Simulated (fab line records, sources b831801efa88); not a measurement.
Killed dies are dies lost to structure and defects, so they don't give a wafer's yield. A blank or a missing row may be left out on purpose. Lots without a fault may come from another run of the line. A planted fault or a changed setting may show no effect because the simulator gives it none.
Which tool did it? | flow gf180mcu | 11 lots, 33 wafers sampled, at 5 steps of a route of 602

WHAT THE GAUGES READ, wafer by wafer
GF_LVPWELL_OVL_MEAS_07. Usual: LVPWELL_OVL -0.8 nm, standard deviation 1.4.
lot  | measured    | on         | LVPWELL_OVL (nm) | flag
L371 | day 4 05:13 | overlay-01 | -0.1 -2.7 -1.7   |
L372 | day 4 12:34 | overlay-02 | -1.6 -2.5 -1.8   |
L373 | day 4 12:49 | overlay-02 | 0.0 -0.4 -0.3    |
L375 | day 5 04:52 | overlay-01 | 1.5 0.2 0.7      |
L377 | day 5 13:46 | overlay-01 | -0.5 0.4 0.0     |
L379 | day 5 23:47 | overlay-02 | -4.3 -0.7 -4.0   |
L389 | day 8 06:46 | overlay-01 | 1.2 0.1 0.2      |
L390 | day 8 11:58 | overlay-02 | -0.9 -0.6 0.7    |
L391 | day 8 15:55 | overlay-01 | -1.2 -1.4 1.5    |
L392 | day 8 22:19 | overlay-02 | -3.0 0.0 -2.1    |
L393 | day 9 10:49 | overlay-01 | -0.5 0.1 2.3     |

GF_POLY_GATE_THK_MEAS_01. Usual: POLY_GATE_CVD_00_THK 200.2 nm, standard deviation 2.
lot  | measured     | on            | POLY_GATE_CVD_00_THK (nm) | flag
L371 | day 8 18:32  | film_metro-01 | 196.5 196.8 198.4         |
L372 | day 9 02:44  | film_metro-01 | 203.2 202.7 202.2         |
L373 | day 9 05:21  | film_metro-03 | 199.7 199.6 199.0         |
L375 | day 10 02:30 | film_metro-03 | 195.8 196.8 197.1         |
L377 | day 10 11:31 | film_metro-02 | 160.3 161.5 161.1         | OFF
L379 | day 11 01:54 | film_metro-02 | 165.6 165.7 165.8         | OFF
L389 | day 13 17:52 | film_metro-02 | 199.6 199.0 198.3         |
L390 | day 13 22:53 | film_metro-03 | 200.5 200.3 201.1         |
L391 | day 14 07:25 | film_metro-02 | 201.9 203.2 202.7         |
L392 | day 14 14:59 | film_metro-03 | 200.0 201.7 200.8         |
L393 | day 15 06:49 | film_metro-02 | 201.0 199.1 202.4         |

GF_POLY_GATE_CD_MEAS_10: target cd 280 nm. Usual: cd_nm 279.9 nm, standard deviation 1.2.
lot  | measured     | on        | cd_nm (nm)        | flag
L371 | day 9 11:04  | cd_sem-02 | 281.2 280.9 280.5 |
L372 | day 9 19:05  | cd_sem-01 | 279.8 281.2 281.2 |
L373 | day 9 22:25  | cd_sem-01 | 279.3 278.5 278.2 |
L375 | day 10 19:39 | cd_sem-01 | 279.2 279.8 280.3 |
L377 | day 11 05:25 | cd_sem-02 | 279.4 277.7 278.1 |
L379 | day 11 20:07 | cd_sem-02 | 278.8 279.0 278.7 |
L389 | day 14 14:38 | cd_sem-02 | 282.4 281.9 283.3 |
L390 | day 14 19:47 | cd_sem-02 | 280.4 279.4 280.0 |
L391 | day 15 04:58 | cd_sem-01 | 282.9 281.9 282.8 |
L392 | day 15 13:01 | cd_sem-02 | 279.5 279.6 280.6 |
L393 | day 16 03:53 | cd_sem-02 | 280.1 281.1 279.4 |

WHICH TOOL RAN EACH LOT (tool, then ch and the chambers of the sampled wafers, then the start)
lot  | GF_LVPWELL_STRIP_10                 | GF_POLY_GATE_CVD_00
L371 | plasma_asher-03 ch 0,1, day 4 05:33 | lpcvd-02 ch 0, day 8 17:13
L372 | plasma_asher-01 ch 0,1, day 4 12:54 | lpcvd-01 ch 0, day 9 01:23
L373 | plasma_asher-04 ch 0,1, day 4 13:09 | lpcvd-02 ch 0, day 9 04:01
L375 | plasma_asher-03 ch 0,1, day 5 05:14 | lpcvd-01 ch 1, day 10 01:09
L377 | plasma_asher-04 ch 1, day 5 14:06   | lpcvd-01 ch 0, day 10 10:11
L379 | plasma_asher-04 ch 0,1, day 6 00:08 | lpcvd-01 ch 1, day 11 00:32
L389 | plasma_asher-04 ch 1, day 8 07:05   | lpcvd-01 ch 0, day 13 16:31
L390 | plasma_asher-04 ch 0,1, day 8 12:17 | lpcvd-01 ch 0, day 13 21:32
L391 | plasma_asher-04 ch 0,1, day 8 16:15 | lpcvd-01 ch 0, day 14 06:04
L392 | plasma_asher-01 ch 0,1, day 8 22:38 | lpcvd-01 ch 0, day 14 13:40
L393 | plasma_asher-01 ch 0,1, day 9 11:08 | lpcvd-01 ch 1, day 15 05:29
- GF_LVPWELL_STRIP_10: strips in O2/N2.
- GF_POLY_GATE_CVD_00: deposits poly-Si, target thk 200 nm, time 1200 s.

WHAT THE TOOLS THEMSELVES READ (means of the sampled wafers that have a number; where no wafer has one, the mark that the record gives instead)
GF_LVPWELL_STRIP_10. Usual: drypump_motor_current_A 5.9 A, standard deviation 0.37; heater_power_w 343 W, standard deviation 37; oes_product_au 0.723 a.u., standard deviation 0.0044; strip_time_to_endpoint_s 36.92 s, standard deviation 0.1.
lot  | tool            | drypump_motor_current_A (A) | heater_power_w (W) | oes_product_au (a.u.) | strip_time_to_endpoint_s (s) | flag
L371 | plasma_asher-03 | 6.2                         | 330                | 0.728                 | 36.90                        |
L372 | plasma_asher-01 | 5.6                         | 347                | 0.725                 | 36.76                        |
L373 | plasma_asher-04 | 5.8                         | 338                | 0.723                 | 36.90                        |
L375 | plasma_asher-03 | 6.2                         | 326                | 0.727                 | 36.94                        |
L377 | plasma_asher-04 | 6.2                         | 394                | 0.721                 | 36.97                        |
L379 | plasma_asher-04 | 5.7                         | 338                | 0.722                 | 36.82                        |
L389 | plasma_asher-04 | 6.3                         | 386                | 0.725                 | 36.76                        |
L390 | plasma_asher-04 | 6.0                         | 362                | 0.723                 | 36.94                        |
L391 | plasma_asher-04 | 6.0                         | 362                | 0.721                 | 37.00                        |
L392 | plasma_asher-01 | 5.6                         | 347                | 0.727                 | 37.12                        |
L393 | plasma_asher-01 | 5.8                         | 327                | 0.724                 | 37.00                        |

GF_POLY_GATE_CVD_00. Usual: spike_tc_bottom_C 637.0 C, standard deviation 1.7; spike_tc_centre_C 620.7 C, standard deviation 1.4; spike_tc_lower_C 619.7 C, standard deviation 1.4; spike_tc_top_C 638.6 C, standard deviation 1.6; spike_tc_upper_C 619.2 C, standard deviation 1.4; susceptor_temp_C 620.00 C, standard deviation 0.29.
lot  | tool     | spike_tc_bottom_C (C) | spike_tc_centre_C (C) | spike_tc_lower_C (C) | spike_tc_top_C (C) | spike_tc_upper_C (C) | susceptor_temp_C (C) | flag
L371 | lpcvd-02 | 634.5                 | 619.8                 | 620.4                | 637.9              | 620.8                | 619.65               |
L372 | lpcvd-01 | 638.1                 | 619.9                 | 618.7                | 638.5              | 619.3                | 619.98               |
L373 | lpcvd-02 | 634.5                 | 619.5                 | 620.5                | 638.2              | 621.0                | 620.27               |
L375 | lpcvd-01 | 638.3                 | 622.4                 | 620.3                | 637.1              | 619.0                | 620.36               |
L377 | lpcvd-01 | 629.4                 | 611.5                 | 609.4                | 629.8              | 610.2                | 611.57               | OFF
L379 | lpcvd-01 | 629.9                 | 614.2                 | 610.5                | 629.3              | 611.1                | 611.25               | OFF
L389 | lpcvd-01 | 638.1                 | 620.7                 | 618.4                | 639.0              | 618.3                | 619.99               |
L390 | lpcvd-01 | 638.5                 | 620.5                 | 617.8                | 639.1              | 618.2                | 620.01               |
L391 | lpcvd-01 | 637.8                 | 619.6                 | 619.3                | 638.4              | 618.5                | 620.13               |
L392 | lpcvd-01 | 638.2                 | 621.5                 | 619.8                | 638.1              | 618.0                | 619.95               |
L393 | lpcvd-01 | 638.3                 | 623.5                 | 619.7                | 636.2              | 620.2                | 620.16               |

THE ANSWER, worked out from the rows above alone
Rule: a lot is off if the mean of its wafers that have a number lies more than 3 standard deviations from the usual mean. A lot without any number at a reading at which 4 lots or more have one is off too. The other lots that the step has rows for count as sound. The gauges are gone through in route order, then the tools' own readings, and for those a lot's mean is taken as printed above. The first step at which some lot is off is used, and at that step the reading that is off furthest; a lot without a number counts as furthest.
Off: L377, L379, at GF_POLY_GATE_THK_MEAS_01 (POLY_GATE_CVD_00_THK).
A tool fits if, at a process step before that reading, it ran every lot that is off, and no sound lot after the first of them. The gauges at GF_POLY_GATE_THK_MEAS_01 aren't tried: what is off there is off at GF_POLY_GATE_CVD_00 too, on other tools, and a gauge's error can't cause that. None of those tried fits.

WHAT THE SIMULATOR HAD PUT IN
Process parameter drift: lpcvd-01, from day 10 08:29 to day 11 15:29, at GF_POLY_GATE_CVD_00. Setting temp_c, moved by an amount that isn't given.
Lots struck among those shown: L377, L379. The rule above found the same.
